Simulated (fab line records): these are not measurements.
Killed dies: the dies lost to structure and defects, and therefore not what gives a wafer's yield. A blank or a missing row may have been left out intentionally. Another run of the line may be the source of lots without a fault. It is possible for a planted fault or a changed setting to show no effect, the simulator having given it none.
fab line records + flow sky130
[record]
- lots = 7
- wafers = 21
- lastDay = 50
route steps=708 shown FIELD_ISO@31 NWELL@32 DNWELL@35 PWDE@45
lots that met no fault: from a run of the same line without faults
startH: hours from the record's first day to the start of the lot's first wafer shown + waitH: how many hours have passed since the lot's step before this one + " the same as in the row above + L1.1+2: several wafers, shown together as one row + - either no value or no given start + * or withheld: withheld + < > ~ a bound
route shown NAME@n: a module of which the file shows steps, and the number in the route of the first + usual: mean/standard deviation of fault-free wafers + same: alike in all rows + chamber/n: place in a boat + sites: the reading at each site + _std_site: their standard deviation + _edge_site: outer sites' mean less inner sites' + radiusMm: how far each site lies from the wafer's centre + mask NAME#n: copy n + behind: the tool/chamber that last shaped the wafer + hold: why the lot was held/for how many hours/how that ended + device: whichever transistor did not switch (one of n, p or np) + end of line: tests of these same wafers at the route's end + a step with no rows: only its recipe + killed: not the wafer's yield, but the dies lost to structure and defects at the first sort + map: a wafer's dies, marking killed ones x, the rest . and places with no die _
set.NAME: the run value of the setting; set.NAME@STEP: its run value at that earlier step + model.NAME: the simulator's own value behind a step, which no gauge read
lots at selected steps of the route; one table per step, one row per wafer
services: the hour from which a tool's chamber was out of use, counted from the record's first day as startH (under 0 if before that day), plus the number of hours and why
[[steps]]
[step SKY_FIELD_ISO_WET_ETCH_30]
[recipe]
- chemistry = dHF
- targetDepthNm = 25
- target = SiO2
- dilution = 10:1
- tempC = 25
- timeS = 50
[step SKY_NWELL_CLEAN_00]
[recipe]
- chemistry = SC1/SC2
- mix = 1:4:20
- tempC = 70
- timeS = 150
- dry = n2Spin
[step SKY_NWELL_OXIDATION_01]
[recipe]
- tempC = 900
- ambient = O2
- stabiliseS = 600
- purgeS = 300
- targetThkA = 100
- oxTimeS = 1418
[step SKY_NWELL_THK_MEAS_02]
[recipe]
- reads = SiO2_of_NWELL_OXIDATION_01
[usual]
- NWELL_OXIDATION_THK = 10.00/0.17
| lot.wafer | tool         | chamber | startH | waitH | NWELL_OXIDATION_THK[nm] |
|-----------|--------------|---------|--------|-------|-------------------------|
| L893.3    | filmMetro-02 | -       | 37.13  | 0.0   | 10.02                   |
| L893.4    | "            | -       | "      | "     | 10.05                   |
| L893.6    | "            | -       | "      | "     | 10.04                   |
| L896.1    | filmMetro-02 | -       | 55.59  | 0.0   | 10.01                   |
| L896.4    | "            | -       | "      | "     | 10.16                   |
| L896.6    | "            | -       | "      | "     | 10.01                   |
| L903.2    | filmMetro-01 | -       | 91.61  | 0.0   | 9.87                    |
| L903.4    | "            | -       | "      | "     | 9.80                    |
| L903.6    | "            | -       | "      | "     | 9.71                    |
| L904.2    | filmMetro-01 | -       | 97.28  | 0.0   | 9.70                    |
| L904.3    | "            | -       | "      | "     | 9.61                    |
| L904.5    | "            | -       | "      | "     | 9.73                    |
| L905.2    | filmMetro-02 | -       | 100.18 | 0.0   | 10.05                   |
| L905.4    | "            | -       | "      | "     | 10.19                   |
| L905.6    | "            | -       | "      | "     | 10.26                   |
| L914.2    | filmMetro-04 | -       | 148.59 | 0.0   | 9.83                    |
| L914.4    | "            | -       | "      | "     | 9.89                    |
| L914.6    | "            | -       | "      | "     | 9.66                    |
| L916.1    | filmMetro-02 | -       | 155.59 | 0.0   | 10.21                   |
| L916.5    | "            | -       | "      | "     | 9.98                    |
| L916.6    | "            | -       | "      | "     | 10.03                   |
[step SKY_DNWELL_DEHYDRATE_00]
[recipe]
- tempC = 200
- timeS = 60
[step SKY_DNWELL_HMDS_01]
[recipe]
- primeTimeS = 60
- primeTempC = 120
[step SKY_DNWELL_COAT_02]
[recipe]
- spinRpm = 2000
- resistThkNm = 3000
[step SKY_DNWELL_SOFTBAKE_03]
[recipe]
- tempC = 110
- timeS = withheld
[step SKY_DNWELL_EXPOSE_04]
[recipe]
- maskId = DNM
- na = 0.57
- targetCdNm = 3000
- doseMj = 222
[step SKY_DNWELL_PEB_05]
[recipe]
- tempC = 115
- timeS = withheld
[step SKY_DNWELL_DEVELOP_06]
[recipe]
- wallAngleDeg = 90
- developer = TMAH
- developTimeS = 60
- devTempC = 23
[step SKY_DNWELL_IMPLANT_07]
[recipe]
- species = P
- energyKev = withheld
- doseCm2 = withheld
- tiltDeg = withheld
[step SKY_DNWELL_STRIP_08]
[recipe]
- chemistry = O2/N2
- powerW = 1400
- pressureMtorr = 1500
- platenTempC = withheld
- o2FlowSccm = 3000
- n2FlowSccm = 300
- overashFraction = 0.5
[usual]
- chamberPressureMTorr = 1499.9/1.3
- drypumpMotorCurrentA = 5.7/0.32
- o2FlowSccm = 3001/8.9
- oesProductAu = 0.722/0.0043
- stripTimeToEndpointS = 36.95/0.11
| lot.wafer | tool           | chamber | startH | waitH | chamberPressureMTorr | drypumpMotorCurrentA | o2FlowSccm | oesProductAu | rfHoursCounterH | stripTimeToEndpointS | model.coat_of_DNWELL_COAT_02.thkNm |
|-----------|----------------|---------|--------|-------|----------------------|----------------------|------------|--------------|-----------------|----------------------|------------------------------------|
| L893.3    | plasmaAsher-04 | 0       | 53.73  | 0.1   | 1498.0               | 6.0                  | 2992       | 0.728        | -               | 36.92                | 0                                  |
| L893.4    | "              | 1       | "      | "     | 1500.2               | 5.7                  | 2990       | 0.718        | -               | 36.91                | 0                                  |
| L893.6    | "              | 1       | "      | "     | 1498.5               | 5.7                  | 3000       | 0.718        | -               | 36.91                | 0                                  |
| L896.1    | plasmaAsher-03 | 1       | 72.48  | 0.1   | 1498.3               | 6.0                  | 3003       | 0.727        | 27              | 36.89                | 0                                  |
| L896.4    | "              | 1       | "      | "     | 1501.2               | 6.0                  | 3015       | 0.716        | -               | 37.04                | 0                                  |
| L896.6    | "              | 1       | "      | "     | 1501.3               | 6.0                  | 3009       | 0.723        | -               | 36.88                | 0                                  |
| L903.2    | plasmaAsher-03 | 0       | 109.87 | 0.1   | -                    | -                    | -          | -            | -               | -                    | 2990                               |
| L903.4    | "              | 0       | "      | "     | -                    | -                    | -          | -            | -               | -                    | 2990                               |
| L903.6    | "              | 0       | "      | "     | -                    | -                    | -          | -            | -               | -                    | 2987                               |
| L904.2    | plasmaAsher-03 | 0       | 115.80 | 0.1   | -                    | -                    | -          | -            | -               | -                    | 3007                               |
| L904.3    | "              | 0       | "      | "     | -                    | -                    | -          | -            | -               | -                    | 2996                               |
| L904.5    | "              | 1       | "      | "     | -                    | -                    | -          | -            | -               | -                    | 2994                               |
| L905.2    | plasmaAsher-03 | 0       | 118.25 | 0.1   | -                    | -                    | -          | -            | -               | -                    | 2990                               |
| L905.4    | "              | 1       | "      | "     | -                    | -                    | -          | -            | -               | -                    | 2992                               |
| L905.6    | "              | 1       | "      | "     | -                    | -                    | -          | -            | -               | -                    | 2988                               |
| L914.2    | plasmaAsher-04 | 1       | 169.30 | 0.1   | 1502.5               | 5.7                  | 2994       | 0.720        | 5               | 37.06                | 0                                  |
| L914.4    | "              | 0       | "      | "     | 1499.4               | 6.0                  | 3020       | 0.713        | -               | 36.94                | 0                                  |
| L914.6    | "              | 1       | "      | "     | 1500.8               | 5.7                  | 2987       | 0.725        | -               | 36.97                | 0                                  |
| L916.1    | plasmaAsher-04 | 0       | 176.57 | 0.1   | 1499.4               | 6.0                  | 2994       | 0.722        | 6               | 36.99                | 0                                  |
| L916.5    | "              | 0       | "      | "     | 1500.3               | 6.0                  | 3020       | 0.726        | -               | 37.07                | 0                                  |
| L916.6    | "              | 1       | "      | "     | 1501.5               | 5.6                  | 3002       | 0.717        | -               | 37.15                | 0                                  |
[step SKY_DNWELL_TW_MEAS_09]
[usual]
- DNWELL_TW = 1098/17
| lot.wafer | tool         | chamber | startH | waitH | DNWELL_TW |
|-----------|--------------|---------|--------|-------|-----------|
| L893.3    | filmMetro-02 | -       | 53.82  | 0.1   | 1096      |
| L893.4    | "            | -       | "      | "     | 1093      |
| L893.6    | "            | -       | "      | "     | 1093      |
| L896.1    | filmMetro-02 | -       | 72.58  | 0.1   | 1098      |
| L896.4    | "            | -       | "      | "     | 1092      |
| L896.6    | "            | -       | "      | "     | 1097      |
| L903.2    | filmMetro-01 | -       | 109.98 | 0.1   | 1093      |
| L903.4    | "            | -       | "      | "     | 1093      |
| L903.6    | "            | -       | "      | "     | 1093      |
| L904.2    | filmMetro-02 | -       | 115.91 | 0.1   | 1079      |
| L904.3    | "            | -       | "      | "     | 1089      |
| L904.5    | "            | -       | "      | "     | 1084      |
| L905.2    | filmMetro-01 | -       | 118.36 | 0.1   | 1083      |
| L905.4    | "            | -       | "      | "     | 1088      |
| L905.6    | "            | -       | "      | "     | 1084      |
| L914.2    | filmMetro-01 | -       | 169.41 | 0.1   | 1103      |
| L914.4    | "            | -       | "      | "     | 1103      |
| L914.6    | "            | -       | "      | "     | 1100      |
| L916.1    | filmMetro-02 | -       | 176.67 | 0.1   | 1087      |
| L916.5    | "            | -       | "      | "     | 1089      |
| L916.6    | "            | -       | "      | "     | 1084      |
[step SKY_PWDE_DEHYDRATE_00]
[recipe]
- tempC = 200
- timeS = 60
[step SKY_PWDE_HMDS_01]
[recipe]
- primeTimeS = 60
- primeTempC = 120
[step SKY_PWDE_COAT_02]
[recipe]
- spinRpm = 2000
- resistThkNm = 3000
[step SKY_PWDE_SOFTBAKE_03]
[recipe]
- tempC = 110
- timeS = withheld
[step SKY_PWDE_EXPOSE_04]
[recipe]
- maskId = PWDEM
- na = 0.6
- sourceShape = conventional
- sigmaOuter = 0.6
- polarization = unpolarized
- targetCdNm = 840
- doseMj = 210.1
[step SKY_PWDE_PEB_05]
[recipe]
- tempC = 115
- timeS = withheld
[step SKY_PWDE_DEVELOP_06]
[recipe]
- wallAngleDeg = 90
- developer = TMAH
- developTimeS = 60
- devTempC = 23
[step SKY_PWDE_OVL_MEAS_07]
[usual]
- PWDE_OVL = 1.2/1.4
| lot.wafer | tool       | chamber | startH | waitH | PWDE_OVL[nm] |
|-----------|------------|---------|--------|-------|--------------|
| L893.3    | overlay-02 | -       | 69.24  | -     | 2.2          |
| L893.4    | "          | -       | "      | "     | -0.2         |
| L893.6    | "          | -       | "      | "     | 1.8          |
| L896.1    | overlay-01 | -       | 89.68  | -     | 0.8          |
| L896.4    | "          | -       | "      | "     | 0.7          |
| L896.6    | "          | -       | "      | "     | -0.5         |
| L903.2    | overlay-02 | -       | 128.49 | -     | 2.0          |
| L903.4    | "          | -       | "      | "     | 3.2          |
| L903.6    | "          | -       | "      | "     | 2.2          |
| L904.2    | overlay-02 | -       | 135.29 | -     | 0.0          |
| L904.3    | "          | -       | "      | "     | -0.3         |
| L904.5    | "          | -       | "      | "     | -0.9         |
| L905.2    | overlay-01 | -       | 136.99 | -     | 0.7          |
| L905.4    | "          | -       | "      | "     | 1.5          |
| L905.6    | "          | -       | "      | "     | -2.0         |
| L914.2    | overlay-02 | -       | 190.59 | -     | -0.7         |
| L914.4    | "          | -       | "      | "     | 4.1          |
| L914.6    | "          | -       | "      | "     | 1.8          |
| L916.1    | overlay-02 | -       | 197.10 | -     | 1.5          |
| L916.5    | "          | -       | "      | "     | -1.4         |
| L916.6    | "          | -       | "      | "     | -2.1         |
[step SKY_PWDE_IMPLANT_08]
[recipe]
- species = B
- energyKev = 150
- doseCm2 = 3.6e+12
- tiltDeg = withheld
[step SKY_PWDE_STRIP_09]
[recipe]
- chemistry = O2/N2
- powerW = 1400
- pressureMtorr = 1500
- platenTempC = withheld
- o2FlowSccm = 3000
- n2FlowSccm = 300
- overashFraction = 0.5
[usual]
- chamberPressureMTorr = 1499.9/1.3
- drypumpMotorCurrentA = 5.7/0.41
- o2FlowSccm = 3000/9.7
- oesProductAu = 0.723/0.0043
- stripTimeToEndpointS = 36.92/0.1
| lot.wafer | tool           | chamber | startH | waitH | chamberPressureMTorr | drypumpMotorCurrentA | o2FlowSccm | oesProductAu | rfHoursCounterH | stripTimeToEndpointS |
|-----------|----------------|---------|--------|-------|----------------------|----------------------|------------|--------------|-----------------|----------------------|
| L893.3    | plasmaAsher-04 | 0       | 69.45  | 0.1   | 1501.7               | 6.0                  | 3005       | 0.719        | -               | 36.85                |
| L893.4    | "              | 1       | "      | "     | 1499.7               | 5.7                  | 3014       | 0.730        | -               | 36.95                |
| L893.6    | "              | 0       | "      | "     | 1499.0               | 6.0                  | 3003       | 0.720        | -               | 36.76                |
| L896.1    | plasmaAsher-04 | 0       | 89.87  | 0.1   | 1499.6               | 6.0                  | 2990       | 0.721        | 40              | 36.86                |
| L896.4    | "              | 0       | "      | "     | 1500.0               | 6.0                  | 2986       | 0.728        | -               | 36.94                |
| L896.6    | "              | 0       | "      | "     | 1502.1               | 6.0                  | 2993       | 0.722        | -               | 36.91                |
| L903.2    | plasmaAsher-01 | 0       | 128.67 | 0.1   | 1498.6               | 6.4                  | 2999       | 0.734        | 41              | 81.16                |
| L903.4    | "              | 1       | "      | "     | 1499.9               | 5.4                  | 2979       | 0.743        | -               | 81.14                |
| L903.6    | "              | 1       | "      | "     | 1500.3               | 5.4                  | 2994       | 0.743        | -               | 81.10                |
| L904.2    | plasmaAsher-01 | 0       | 135.47 | 0.1   | 1500.3               | 6.3                  | 3007       | 0.739        | 42              | 81.25                |
| L904.3    | "              | 0       | "      | "     | 1500.1               | 6.4                  | 2994       | 0.732        | -               | 81.00                |
| L904.5    | "              | 0       | "      | "     | 1501.2               | 6.3                  | 2991       | 0.738        | -               | 81.13                |
| L905.2    | plasmaAsher-03 | 0       | 137.17 | 0.1   | 1500.5               | 5.1                  | 3016       | 0.741        | 33              | 80.98                |
| L905.4    | "              | 1       | "      | "     | 1501.7               | 6.0                  | 2995       | 0.736        | -               | 80.98                |
| L905.6    | "              | 0       | "      | "     | 1498.0               | 5.0                  | 2996       | 0.743        | -               | 80.94                |
| L914.2    | plasmaAsher-03 | 1       | 190.77 | 0.1   | 1500.2               | 6.0                  | 3003       | 0.724        | 39              | 37.00                |
| L914.4    | "              | 1       | "      | "     | 1500.5               | 6.0                  | 3007       | 0.728        | -               | 37.11                |
| L914.6    | "              | 1       | "      | "     | 1499.8               | 6.0                  | 2996       | 0.712        | -               | 37.07                |
| L916.1    | plasmaAsher-01 | 0       | 197.28 | 0.1   | 1499.1               | 6.4                  | 3003       | 0.730        | 48              | 36.86                |
| L916.5    | "              | 1       | "      | "     | 1498.6               | 5.4                  | 2984       | 0.719        | -               | 36.83                |
| L916.6    | "              | 0       | "      | "     | 1498.9               | 6.3                  | 3015       | 0.724        | -               | 36.92                |
[step SKY_PWDE_TW_MEAS_10]
[usual]
- PWDE_TW = 373/7
| lot.wafer | tool         | chamber | startH | waitH | PWDE_TW |
|-----------|--------------|---------|--------|-------|---------|
| L893.3    | filmMetro-02 | -       | 69.54  | 0.1   | 367     |
| L893.4    | "            | -       | "      | "     | 366     |
| L893.6    | "            | -       | "      | "     | 365     |
| L896.1    | filmMetro-04 | -       | 89.97  | 0.1   | 382     |
| L896.4    | "            | -       | "      | "     | 381     |
| L896.6    | "            | -       | "      | "     | 381     |
| L903.2    | filmMetro-02 | -       | 128.78 | 0.1   | 29      |
| L903.4    | "            | -       | "      | "     | 29      |
| L903.6    | "            | -       | "      | "     | 29      |
| L904.2    | filmMetro-04 | -       | 135.58 | 0.1   | 31      |
| L904.3    | "            | -       | "      | "     | 31      |
| L904.5    | "            | -       | "      | "     | 31      |
| L905.2    | filmMetro-04 | -       | 137.28 | 0.1   | 31      |
| L905.4    | "            | -       | "      | "     | 31      |
| L905.6    | "            | -       | "      | "     | 31      |
| L914.2    | filmMetro-04 | -       | 190.88 | 0.1   | 380     |
| L914.4    | "            | -       | "      | "     | 379     |
| L914.6    | "            | -       | "      | "     | 378     |
| L916.1    | filmMetro-04 | -       | 197.41 | 0.1   | 379     |
| L916.5    | "            | -       | "      | "     | 382     |
| L916.6    | "            | -       | "      | "     | 379     |
[step SKY_NWELL_DEHYDRATE_03]
[recipe]
- tempC = 200
- timeS = 60
[[services]]
| tool           | chamber | startH | hours | kind      |
|----------------|---------|--------|-------|-----------|
| plasmaAsher-03 | -       | 90.71  | 2.8   | pm        |
| plasmaAsher-04 | -       | 108.75 | 9.0   | pm        |
| plasmaAsher-04 | 0       | 108.75 | 9.0   | ventCycle |
| plasmaAsher-04 | 1       | 108.75 | 9.0   | ventCycle |
| plasmaAsher-03 | -       | 115.91 | 0.9   | repair    |
| plasmaAsher-04 | 0       | 117.75 | -     | clean     |
| plasmaAsher-04 | 1       | 117.75 | -     | clean     |
| plasmaAsher-04 | -       | 187.45 | 57.9  | repair    |
[[key]]
[firstSign]
- step = SKY_DNWELL_STRIP_08
- reading = toolRecord
- direction = missing
[effect]
- step = SKY_PWDE_STRIP_09
- reading = stripTimeToEndpointS
- direction = up
- sigmas = 99+
- usual = *
- struck = *
[effect]
- step = SKY_PWDE_TW_MEAS_10
- reading = PWDE_TW
- direction = down
- sigmas = 49
- usual = 373
- struck = 30
[modelEffect]
- step = SKY_DNWELL_STRIP_08
- value = coat_of_DNWELL_COAT_02.thkNm
- without = 0
- struck = 2993
metAt SKY_DNWELL_STRIP_08
struckWafers L903.2,L903.4,L903.6,L904.2,L904.3,L904.5,L905.2,L905.4,L905.6
sortLeftOut L903.2,L903.4,L903.6,L904.2,L904.3,L904.5,L905.2,L905.4,L905.6
testerLeftOut L903,L904,L905
onsetBetween 72.48 109.87
[fault]
- kind = skippedStepWhole
- tool = plasmaAsher-03
- chamber = -
- onsetH = 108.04
- steps = SKY_DNWELL_STRIP_08
- scope = struckLotsOnly
// testerLeftOut: of these lots the tester's yield and bins aren't shown, on N5 and GAA mostly nor the transistor test; their killed dies are dies lost to structure and defects alone, not to doping, threshold or leakage, so they don't give the yield
// sortLeftOut: the simulated sort isn't trusted on such a fault, so these wafers' sort isn't shown, and their yield isn't known
